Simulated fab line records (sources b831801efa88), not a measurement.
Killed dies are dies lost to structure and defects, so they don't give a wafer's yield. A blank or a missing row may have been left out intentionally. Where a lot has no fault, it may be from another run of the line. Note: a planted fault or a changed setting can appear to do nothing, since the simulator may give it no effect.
Chamber matching + flow gf180mcu + GF_V1_ETCH_16 on rieDiel-04: 4 sister chambers
The step etches BARC in N2/H2. 8 wafers are shown with their chamber, then 7 later ones without.

== WAFERS, EACH WITH ITS CHAMBER ==
| wafer  | chamber | drypumpMotorCurrentA (A) | throttleValvePct (%) |
|--------|---------|--------------------------|----------------------|
| L205.2 | 3       | 5.66                     | 13.221               |
| L209.4 | 0       | 5.82                     | 13.231               |
| L212.2 | 0       | 5.80                     | 13.220               |
| L212.5 | 2       | 5.52                     | 13.213               |
| L212.6 | 1       | 5.81                     | 13.214               |
| L215.1 | 2       | 5.47                     | 13.208               |
| L215.2 | 1       | 5.78                     | 13.245               |
| L215.3 | 3       | 5.66                     | 13.240               |

== WAFERS WITH NO CHAMBER GIVEN ==
| wafer  | drypumpMotorCurrentA (A) | throttleValvePct (%) |
|--------|--------------------------|----------------------|
| L217.1 | 5.49                     | 13.224               |
| L217.2 | 5.82                     | 13.225               |
| L217.5 | 5.82                     | 13.230               |
| L222.1 | 5.77                     | 13.230               |
| L222.3 | 5.64                     | 13.234               |
| L223.1 | 5.65                     | 13.234               |
| L223.6 | 5.84                     | 13.230               |

== THE CHAMBER EACH PASSED THROUGH ==
| wafer  | from the rows above     | in truth |
|--------|-------------------------|----------|
| L217.1 | 2                       | 2        |
| L217.2 | can't be placed: 0 or 1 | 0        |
| L217.5 | can't be placed: 0 or 1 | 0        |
| L222.1 | can't be placed: 1 or 0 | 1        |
| L222.3 | 3                       | 3        |
| L223.1 | 3                       | 3        |
| L223.6 | can't be placed: 0 or 1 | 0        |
Correct placement for 3 of the 7. Unplaceable from these rows: 4, with the true chamber sitting among the candidates in 4. Number placed wrongly: 0.
How it was worked out, from the rows above alone: a wafer's distance from a chamber is the root of the sum, over the readings, of the square of ((its reading less the chamber's mean) divided by the reading's scatter). The wafer belongs to the nearest chamber; if the next one is less than 2 further off, it can't be placed. A chamber's mean is the mean of its shown wafers. The scatter: the root of (the sum of the squares of (reading less its chamber's mean) over the shown wafers, divided by (wafers less chambers)).
